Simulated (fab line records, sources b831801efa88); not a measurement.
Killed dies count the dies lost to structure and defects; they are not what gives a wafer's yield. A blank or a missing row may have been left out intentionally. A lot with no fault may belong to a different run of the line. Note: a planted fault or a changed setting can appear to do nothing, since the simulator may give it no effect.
Comparing a struck lot with a sound one / flow gf180mcu / 29 steps out of a route of 602
Sound: the wafers L354.1, L354.2, L354.6. Wafers struck: L359.1, L359.2, L359.5. The cause is given at the end.
Order at every step that has rows: each side's tool, ch and its chambers, its first start. Under that, the readings that differ: sound wafers / struck wafers / difference of the means / sigmas: that difference in standard deviations of wafers without a fault.
alike: readings with means less than 2 such deviations apart, plus words and numbers identical on both sides. not compared: withheld readings, readings lacking a value on some wafer, bounds such as >300 that could conceal the same value, and numbers that have no deviation in the record and whose values overlap.
Wherever a step has rows on one side only, a row that says differs or no value, or a row with sigmas, the two part there. When numbers do not overlap yet have no deviation, they are printed without sigmas and do not part them. Lack of a reading on every wafer of one side parts them only where that side has two or more wafers.

GF_STI_BOW_MEAS_00:
  sound: film_metro-03 at day 1 10:00; struck: film_metro-03 at day 2 11:00
  alike: INCOMING_BOW
then, 1 step without rows for these wafers: GF_STI_OXIDATION_01 (stabilise 600 s, purge 300 s, target thk 10 nm).
GF_STI_THK_MEAS_02:
  sound: film_metro-03 at day 1 11:31; struck: film_metro-01 at day 2 14:36
reading=STI_OXIDATION_THK (nm); sound=9.68 9.67 9.60; struck=10.12 10.19 10.18; difference=+0.51; sigmas=+3
GF_STI_CVD_03: deposits Si3N4 from DCS/NH3, target thk 207.16 nm, time 3551 s.
  sound on lpcvd-02 ch 0, day 1 11:34; struck on lpcvd-02 ch 0, day 2 14:40
reading=model.Si3N4_of_STI_CVD_03.thk_nm (nm); sound=210.1 210.7 210.9; struck=202 200.9 201; difference=-9; sigmas=
  alike: zone_power_upper_pct
GF_STI_THK_MEAS_04:
  sound: film_metro-04 at day 1 13:34; struck: film_metro-01 at day 2 16:39
reading=STI_CVD_03_THK (nm); sound=210.1 210.9 210.9; struck=202.0 201.0 201.0; difference=-9.3; sigmas=-4
then, 7 steps without rows for these wafers: GF_STI_DEHYDRATE_05 (time 60 s); GF_STI_HMDS_06 (prime time 60 s); GF_STI_COAT_07 (resist thk 700 nm); GF_STI_SOFTBAKE_08 (time 60 s); GF_STI_EXPOSE_09 (exposes mask COMP, target cd 220 nm); GF_STI_PEB_10 (peb time 90 s); GF_STI_DEVELOP_11 (develop time 60 s).
GF_STI_CD_MEAS_12: target cd 220 nm.
  sound: cd_sem-02 at day 2 01:19; struck: cd_sem-02 at day 3 05:38
  alike: cd_nm
GF_STI_ETCH_13: etches the open film in CHF3/O2, stops on Si, target depth 282.31 nm, time 112.9 s.
  sound on rie_diel-03 ch 1,2, day 2 01:26; struck on rie_diel-04 ch 1,2,3, day 3 05:46
reading=oes_product_au (a.u.); sound=0.834 0.845 0.839; struck=0.817 0.821 0.819; difference=-0.020; sigmas=-3
reading=model.etch.depth_nm (nm); sound=210.1 210.7 210.9; struck=202 200.9 201; difference=-9; sigmas=
  alike: chf3_flow_sccm, drypump_motor_current_A, throttle_valve_pct
  not compared: rf_hours_counter_h
GF_STI_ETCH_14: etches Si in HBr/Cl2/O2, target depth 360 nm, time 102.9 s.
  sound on rie_si-02 ch 0,1,2, day 2 01:31; struck on rie_si-02 ch 2,3, day 3 05:50
  alike: drypump_motor_current_A, oes_product_au, throttle_valve_pct
  not compared: rf_hours_counter_h
GF_STI_STRIP_15: strips in O2/N2.
  sound on plasma_asher-01 ch 0,1, day 2 01:35; struck on plasma_asher-04 ch 0,1, day 3 05:55
  alike: drypump_motor_current_A, heater_power_w, oes_product_au, platen_temp_c, strip_time_to_endpoint_s
  not compared: rf_hours_counter_h
then, 6 steps without rows for these wafers: GF_STI_CLEAN_16 (cleans in dHF, time 25 s); GF_STI_WET_ETCH_17 (etches Si3N4 in H3PO4, target depth 45 nm, time 514 s); GF_STI_CLEAN_18 (cleans in SC1/SC2, time 150 s); GF_STI_CLEAN_19 (cleans in dHF, time 20 s); GF_STI_WET_ETCH_20 (etches SiO2 in dHF, target depth 20 nm, time 400 s); GF_STI_OXIDATION_21 (stabilise 600 s, purge 300 s, target thk 15 nm).
GF_STI_THK_MEAS_22:
  sound: film_metro-03 at day 2 03:10; struck: film_metro-04 at day 3 07:31
  alike: STI_OXIDATION_01_THK
then, 1 step without rows for these wafers: GF_STI_CVD_23 (deposits SiO2, target thk 650 nm, time 108.3 s).
GF_STI_THK_MEAS_24:
  sound: film_metro-04 at day 2 03:20; struck: film_metro-01 at day 3 07:41
  alike: STI_CVD_23_THK
GF_STI_CMP_25: polishes, stops on Si3N4, t overpolish 33 s, target thk 524.6 nm.
  sound on cmp-02 ch 1,2, day 2 03:24; struck on cmp-02 ch 2,3, day 3 07:55
  alike: edge_zone_pressure_frac, motor_current_A, overpolish_run_s, time_to_endpoint_s
GF_STI_WET_ETCH_26: etches SiO2 in dHF, target depth 94 nm, time 188 s.
  sound on wet_bench-04 ch 3, day 2 03:42; struck on wet_bench-02 ch 2, day 3 08:13
reading=model.Si3N4_of_STI_CVD_03.thk_nm (nm); sound=154.2 154.9 155.3; struck=146.3 145.2 145.4; difference=-9.2; sigmas=
then, 1 step without rows for these wafers: GF_STI_WET_ETCH_27 (etches Si3N4 in H3PO4, target depth 160 nm, time 1825 s).
GF_PASSIVATION_PROBE_99:
  the record holds rows for the sound wafers here (prober-02, day 29 07:32) but none for the struck ones

## WHERE THEY PART
First at GF_STI_THK_MEAS_02; last, within this record, at GF_PASSIVATION_PROBE_99.

WHY: the cause the simulator had injected
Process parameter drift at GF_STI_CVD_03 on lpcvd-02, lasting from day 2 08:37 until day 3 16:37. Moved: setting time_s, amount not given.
